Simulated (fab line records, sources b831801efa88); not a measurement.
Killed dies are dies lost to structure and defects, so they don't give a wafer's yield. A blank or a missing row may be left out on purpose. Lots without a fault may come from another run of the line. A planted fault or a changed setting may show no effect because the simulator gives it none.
A struck lot beside a sound one | flow sky130 | 15 steps out of a route of 708
Sound: wafers L445.2, L445.3, L445.4. Struck: wafers L438.1, L438.2, L438.5. The cause comes at the end.
At each step with rows: each side's tool, then ch and its chambers, then its first start. Under that, the readings that differ: sound wafers | struck wafers | difference of the means | sigmas: that difference in standard deviations of wafers without a fault.
alike: readings whose means differ by less than 2 such deviations, and words and numbers that are the same on both sides. not compared: withheld readings, readings that some wafer has no value for, bounds like >300 that may hide the same value, and numbers for which the record gives no deviation and whose values overlap.
The two part at a step that has a row with sigmas, a row that says differs or no value, or rows on one side only. Numbers that don't overlap but have no deviation are shown without sigmas and don't part them. A reading that every wafer of one side lacks parts them only if that side has two wafers or more.

first, 3 steps without rows for these wafers: SKY_CONTACT_EXPOSE_11 (exposes mask CTM1, target cd 170 nm); SKY_CONTACT_PEB_12; SKY_CONTACT_DEVELOP_13 (develop time 60 s).
SKY_CONTACT_CD_MEAS_14: target cd 170 nm.
  sound on cd_sem-02, day 36 00:59; struck on cd_sem-01, day 33 23:29
  alike: cd_nm
SKY_CONTACT_OVL_MEAS_15:
  sound on overlay-01, day 36 01:06; struck on overlay-01, day 33 23:37
  alike: CONTACT_OVL
SKY_CONTACT_ETCH_16: etches BARC in N2/H2, stops on SiO2, time 45.9 s, target depth 60 nm.
  sound on rie_diel-04 ch 0,3, day 36 01:08; struck on rie_diel-04 ch 0,1, day 33 23:38
  alike: drypump_motor_current_A, oes_product_au, throttle_valve_pct
  not compared: rf_hours_counter_h
SKY_CONTACT_ETCH_17: etches SiO2 in C4F8/O2/Ar, stops on Si3N4, target depth 340 nm.
  sound on rie_diel-04 ch 0,3, day 36 01:10; struck on rie_diel-04 ch 0,1, day 33 23:41
  alike: oes_product_au
SKY_CONTACT_ETCH_18: etches Si3N4 in CHF3/O2, stops on TiN, time 39 s, target depth 75 nm.
  sound on rie_diel-04 ch 0,3; struck on rie_diel-04 ch 0,1
  alike: O2_flow_sccm, drypump_motor_current_A, oes_product_au, throttle_valve_pct
  not compared: rf_hours_counter_h
SKY_CONTACT_STRIP_19: strips in O2/N2.
  sound on plasma_asher-03 ch 0,1, day 36 01:16; struck on plasma_asher-04 ch 0,1, day 33 23:47
  alike: drypump_motor_current_A, oes_product_au, strip_time_to_endpoint_s
  not compared: rf_hours_counter_h
then, 3 steps without rows for these wafers: SKY_CONTACT_STRIP_20 (strips in post etch residue remover, time 1200 s); SKY_CONTACT_CLEAN_21 (cleans in IPA, time 180 s); SKY_CONTACT_CLEAN_22 (cleans in O3/DIW).
SKY_CONTACT_SPUTTER_23: material TiN, target thk 20 nm, time 80 s.
  sound on pvd_sputter-02, day 36 01:54; struck on pvd_sputter-04, day 34 00:22
  no value came back on the struck wafers for cathode_dc_power_W (W), chamber_pressure_pa (Pa), throttle_valve_pct (%); on the sound wafers cathode_dc_power_W (W) reads 4000.6 4001.3 4000.9
SKY_CONTACT_CVD_24: deposits W, target thk 340 nm, time 102.12 s.
  sound on cvd_w-02 ch 0,1, day 36 01:58; struck on cvd_w-02 ch 0,1, day 34 00:26
  alike: heater_power_w
-- the record jumps here: 14 days lie between the struck wafers' starts before and after (it left off in module CONTACT and takes up again in module PAD_OPEN, whose first step shown is number 708 of the route) --
SKY_PAD_OPEN_PROBE_99:
  sound on prober-02, day 49 03:15; struck on prober-01, day 47 17:43
  reading            | sound    | struck      | difference | sigmas
  killed_at_contacts | 26 22 27 | 428 430 435 | +406       | +83
  killed_dies        | 89 76 78 | 492 492 492 | +411       | +47
  killed_on_rim      | 19 14 17 | 96 96 96    | +79        | +21
  alike: killed_at_M0_to_M3, killed_at_M4_up, killed_at_front_end, killed_at_other, killed_open, killed_short

WHERE THEY PART
First at SKY_CONTACT_SPUTTER_23; last, within this record, at SKY_PAD_OPEN_PROBE_99.

WHY: what the simulator had put in
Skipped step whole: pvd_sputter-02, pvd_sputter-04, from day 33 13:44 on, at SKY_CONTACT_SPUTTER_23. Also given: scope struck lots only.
